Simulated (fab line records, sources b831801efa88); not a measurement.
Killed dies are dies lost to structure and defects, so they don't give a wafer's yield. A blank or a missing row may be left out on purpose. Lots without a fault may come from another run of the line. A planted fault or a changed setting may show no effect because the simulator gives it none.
Which tool did it? | flow gf180mcu | 14 lots, 42 wafers sampled, at 4 steps of a route of 602

WHAT THE GAUGES READ, wafer by wafer
GF_M1_THK_MEAS_06: measures by xrf.
lot  | measured     | on            | M1_ALCU_THK (nm)
L514 | day 16 01:56 | film_metro-04 | 449 444 444
L516 | day 16 21:50 | film_metro-04 | 460 465 464
L515 | day 16 21:54 | film_metro-03 | 455 466 462
L517 | day 17 01:59 | film_metro-04 | 450 451 451
L519 | day 18 00:25 | film_metro-03 | 457 454 453
L518 | day 18 01:35 | film_metro-03 | 454 452 452
L529 | day 21 16:16 | film_metro-03 | 455 454 457
L531 | day 22 10:40 | film_metro-03 | 460 457 462
L532 | day 22 15:40 | film_metro-03 | 452 456 451
L533 | day 23 01:01 | film_metro-03 | 452 458 464
L534 | day 23 17:12 | film_metro-04 | 452 452 453
L535 | day 23 18:18 | film_metro-04 | 455 463 458
L536 | day 24 04:13 | film_metro-03 | 459 457 463
L537 | day 24 08:38 | film_metro-04 | 459 461 462

GF_M1_OVL_MEAS_15.
lot  | measured     | on         | M1_OVL (nm)
L514 | day 17 00:04 | overlay-02 | -6 -5 -8
L516 | day 17 20:55 | overlay-02 | -9 5 2
L515 | day 17 21:16 | overlay-02 | 5 -9 3
L517 | day 18 01:02 | overlay-02 | 4 5 9
L519 | day 19 00:21 | overlay-02 | -7 -9 -2
L518 | day 19 01:42 | overlay-01 | 2 7 5
L529 | day 22 15:29 | overlay-02 | -6 -1 -6
L531 | day 23 09:55 | overlay-02 | 0 0 2
L532 | day 23 14:44 | overlay-01 | 1 1 3
L533 | day 23 23:44 | overlay-02 | 3 13 0
L534 | day 24 15:13 | overlay-02 | 3 -7 -1
L535 | day 24 17:04 | overlay-01 | 6 7 -3
L536 | day 25 02:08 | overlay-01 | -8 -4 -7
L537 | day 25 06:07 | overlay-01 | 2 -1 -3

GF_V1_RS_MEAS_24: measures by four-point-probe.
lot  | measured     | on            | V1_W_RS (ohm/sq)
L514 | day 18 01:25 | film_metro-02 | 0.324 0.319 0.323
L516 | day 18 23:18 | film_metro-03 | 0.325 0.328 0.328
L515 | day 18 23:44 | film_metro-03 | 0.334 0.331 0.333
L517 | day 19 03:40 | film_metro-02 | 0.331 0.324 0.329
L519 | day 20 03:14 | film_metro-03 | 0.328 0.331 0.329
L518 | day 20 04:11 | film_metro-02 | 0.330 0.334 0.331
L529 | day 23 17:20 | film_metro-03 | 0.329 0.321 0.324
L531 | day 24 10:05 | film_metro-02 | 0.328 0.332 0.328
L532 | day 24 14:37 | film_metro-02 | 0.332 0.330 0.328
L533 | day 24 23:58 | film_metro-03 | 0.330 0.328 0.332
L534 | day 25 15:16 | film_metro-01 | 0.331 0.327 0.330
L535 | day 25 17:25 | film_metro-02 | 0.330 0.330 0.324
L536 | day 26 01:29 | film_metro-03 | 0.330 0.325 0.325
L537 | day 26 05:37 | film_metro-03 | 0.323 0.323 0.326

WHICH TOOL RAN EACH LOT (tool, then ch and the chambers of the sampled wafers, then the start)
lot  | GF_V1_CVD_23
L514 | cvd_w-02 ch 0,1, day 18 01:18
L516 | cvd_w-02 ch 0,1, day 18 23:11
L515 | cvd_w-01 ch 0,1, day 18 23:37
L517 | cvd_w-02 ch 0,1, day 19 03:31
L519 | cvd_w-02 ch 0,1, day 20 03:07
L518 | cvd_w-02 ch 0,1, day 20 04:02
L529 | cvd_w-01 ch 0,1, day 23 17:14
L531 | cvd_w-02 ch 0,1, day 24 09:59
L532 | cvd_w-01 ch 0,1, day 24 14:29
L533 | cvd_w-02 ch 0,1, day 24 23:50
L534 | cvd_w-02 ch 0,1, day 25 15:10
L535 | cvd_w-02 ch 0,1, day 25 17:19
L536 | cvd_w-02 ch 0,1, day 26 01:23
L537 | cvd_w-01 ch 0,1, day 26 05:29
- GF_V1_CVD_23: deposits W, target thk 350 nm, time 105.05 s.

WHAT THE TOOLS THEMSELVES READ (means of the sampled wafers that have a number; where no wafer has one, the mark that the record gives instead)
GF_V1_CVD_23.
lot  | tool     | chamber_pressure_Torr (Torr) | heater_power_w (W)
L514 | cvd_w-02 | 39.94                        | 883
L516 | cvd_w-02 | 39.93                        | 890
L515 | cvd_w-01 | 40.13                        | 1065
L517 | cvd_w-02 | 39.99                        | 870
L519 | cvd_w-02 | 38.39                        | 882
L518 | cvd_w-02 | 38.45                        | 883
L529 | cvd_w-01 | 40.00                        | 1124
L531 | cvd_w-02 | 39.99                        | 894
L532 | cvd_w-01 | 39.99                        | 1105
L533 | cvd_w-02 | 39.93                        | 879
L534 | cvd_w-02 | 40.02                        | 892
L535 | cvd_w-02 | 40.01                        | 893
L536 | cvd_w-02 | 39.90                        | 895
L537 | cvd_w-01 | 39.97                        | 1113

THE ANSWER, worked out from the rows above alone
Rule: what is usual is taken from the lots themselves. Put in order of their means at a reading, lots are off if they are a third of the lots or fewer, leave a main group of 4 or more, and stand apart from it by a gap of 3 or more times the standard deviation of the main group's means; of several such gaps the widest counts. A main group whose means are all the same, to the digits that the tables above print for the reading, isn't used. A lot without any number at a reading at which 4 lots or more have one is off too. The other lots that the step has rows for count as sound. The gauges are gone through in route order, then the tools' own readings, and for those a lot's mean is taken as printed above. The first step at which some lot is off is used, and at that step the reading that is off furthest; a lot without a number counts as furthest.
Off: L519, L518, at GF_V1_CVD_23 (chamber_pressure_Torr). The main group: mean 39.98 Torr, standard deviation 0.057.
A tool fits if, at that step or a process step before it, it ran every lot that is off, and no sound lot after the first of them. None of those tried fits.

WHAT THE SIMULATOR HAD PUT IN
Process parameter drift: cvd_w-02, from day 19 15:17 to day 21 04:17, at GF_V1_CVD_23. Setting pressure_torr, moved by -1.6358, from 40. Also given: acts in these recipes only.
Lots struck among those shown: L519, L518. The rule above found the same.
